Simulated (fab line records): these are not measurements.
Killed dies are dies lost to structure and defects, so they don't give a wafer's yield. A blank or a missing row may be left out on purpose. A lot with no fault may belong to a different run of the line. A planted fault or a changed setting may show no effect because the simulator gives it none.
Which of the tools did it? :: flow gf180mcu :: 12 lots (36 wafers sampled), 1 step of a 602-step route

WHAT THE GAUGES READ, wafer by wafer
GF_V1_THK_MEAS_01. Usual: V1_CVD_00_THK gives 598 nm (standard deviation 7.5).
lot: L782
measured: day 17 07:25
on: film metro-03
V1_CVD_00_THK (nm): 592 595 592
flag: 

lot: L783
measured: day 17 12:20
on: film metro-03
V1_CVD_00_THK (nm): 597 593 597
flag: 

lot: L784
measured: day 17 23:08
on: film metro-03
V1_CVD_00_THK (nm): 603 596 602
flag: 

lot: L785
measured: day 18 15:06
on: film metro-03
V1_CVD_00_THK (nm): 593 589 597
flag: 

lot: L786
measured: day 18 21:55
on: film metro-04
V1_CVD_00_THK (nm): 598 606 606
flag: 

lot: L787
measured: day 19 08:57
on: film metro-02
V1_CVD_00_THK (nm): 589 592 588
flag: 

lot: L788
measured: day 19 14:13
on: film metro-03
V1_CVD_00_THK (nm): 601 607 607
flag: 

lot: L793
measured: day 21 11:12
on: film metro-04
V1_CVD_00_THK (nm): 600 594 597
flag: 

lot: L794
measured: day 21 13:52
on: film metro-03
V1_CVD_00_THK (nm): 605 594 602
flag: 

lot: L797
measured: day 22 19:16
on: film metro-02
V1_CVD_00_THK (nm): 596 605 606
flag: 

lot: L801
measured: day 24 05:07
on: film metro-04
V1_CVD_00_THK (nm): 590 586 590
flag: 

lot: L804
measured: day 24 19:17
on: film metro-04
V1_CVD_00_THK (nm): 613 603 612
flag: 

WHAT TOOL EACH LOT RAN ON (gives the tool, then ch and the chambers of the sampled wafers, and finally the start)
Before these readings, the record contains no process step.

AS READ BY THE TOOLS THEMSELVES (means over the sampled wafers that have a number; for cases with no such wafer, the mark the record gives instead)
The record holds no such reading with a usual standard deviation.

THE ANSWER, worked out from the rows above alone
Rule: lot off if the mean of its wafers having a number is beyond 3 standard deviations from the usual mean. Also off: a lot with no number at a reading for which 4 or more lots have one. Where the step has rows for the other lots, those lots are counted as sound. Order of review: gauges by route order, followed by the tools' own readings, for which a lot's mean as printed above is used. The first step at which some lot is off is used, and at that step the reading that is off furthest; a lot without a number counts as furthest.
No lot is off on any of the readings shown, so nothing can be concluded from this.

WHAT THE SIMULATOR HAD PUT IN
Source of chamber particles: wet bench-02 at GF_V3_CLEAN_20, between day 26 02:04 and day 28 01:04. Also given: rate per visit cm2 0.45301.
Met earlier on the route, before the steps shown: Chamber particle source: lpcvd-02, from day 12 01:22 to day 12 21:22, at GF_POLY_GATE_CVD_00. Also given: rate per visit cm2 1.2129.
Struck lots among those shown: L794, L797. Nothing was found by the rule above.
